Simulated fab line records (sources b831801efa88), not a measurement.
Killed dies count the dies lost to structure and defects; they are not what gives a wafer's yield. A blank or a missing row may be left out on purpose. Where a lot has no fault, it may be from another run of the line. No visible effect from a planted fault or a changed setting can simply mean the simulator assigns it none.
8D (eight disciplines) problem report, filled in by code + flow gf180mcu + the parts of the form that need people (team, actions taken, sign-off) are left out

## 1. THE ISSUE
beam energy keV at GF_VT_IMPLANT_IMPLANT_19 reads a mean of 103.86 on 6 wafers of 2 lots; wafers without a fault read 100.00 with a standard deviation of 0.031. That is +99 or more standard deviations from the usual mean.
Earliest sighting: wafer L738.1 on implanter-02 at day 11 11:55. The record holds 42 wafers of 14 lots with a number at this step. Rule for "out", or "out of limits": more than 4 standard deviations from the usual mean. The rest of the wafers with a number are treated as sound.

## 2. WHAT THIS IS AND IS NOT
| question                    | is                     | is not                                                                 |
|-----------------------------|------------------------|------------------------------------------------------------------------|
| which readings at this step | beam energy keV        | beam on s                                                              |
| which lots                  | L738, L741             | L718, L719, L720, L721, L722, L724, L726, L728, L729, L730, L731, L734 |
| which wafers of those lots  | all that have a number | -                                                                      |
| read on which tools         | implanter-02           | implanter-01, implanter-03                                             |
| when                        | from day 11 11:55      | up to then (36 sound wafers)                                           |

## 3. SUSPECTS, AND WHAT RULES EACH OUT
Counting: a tool at a process step up to the reading stays a suspect if it ran every lot that is out and no sound lot after the first of them.
- implanter-02 at GF_VT_IMPLANT_IMPLANT_19: kept. It processed each lot that is out, first L738 at day 11 11:55, and no sound lot thereafter; up to then, the last sound lot it processed was L734 at day 10 12:35. Out on those wafers are its own readings of beam energy keV.
After counting, what remains is implanter-02 at GF_VT_IMPLANT_IMPLANT_19.

## 4. THE CAUSE (what the simulator had put in)
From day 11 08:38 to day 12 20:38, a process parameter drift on implanter-02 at GF_VT_IMPLANT_IMPLANT_19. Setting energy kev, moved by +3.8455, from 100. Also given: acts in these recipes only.
Only this tool survived the counting.

## 5. THE CHAIN OF EFFECTS, in route order
Each row: a reading whose mean over the struck wafers that have a number lies more than 3 standard deviations from the usual. Only readings whose record carries a usual standard deviation are examined. hours: median over the lots of the time between each lot's start at the first step of this table that gives one and its start at this step. sigmas: the change, counted in usual standard deviations.
| hours | step                     | reading         | usual  | on struck wafers | change | sigmas      |
|-------|--------------------------|-----------------|--------|------------------|--------|-------------|
| 0     | GF_VT_IMPLANT_IMPLANT_19 | beam energy keV | 100.00 | 103.86           | +3.86  | +99 or more |
The process steps in it:
- GF_VT_IMPLANT_IMPLANT_19
At these later measuring or inspecting steps, every struck wafer for which the step has a row has a number for every such reading, and none has moved that far: GF_HV_LDD_THK_MEAS_57, GF_CONTACT_RS_MEAS_25.

## 6. WHAT WOULD HAVE CAUGHT IT SOONER
First out-of-limits reading in this record: day 11 11:55, which is 3 hours after fault onset at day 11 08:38.
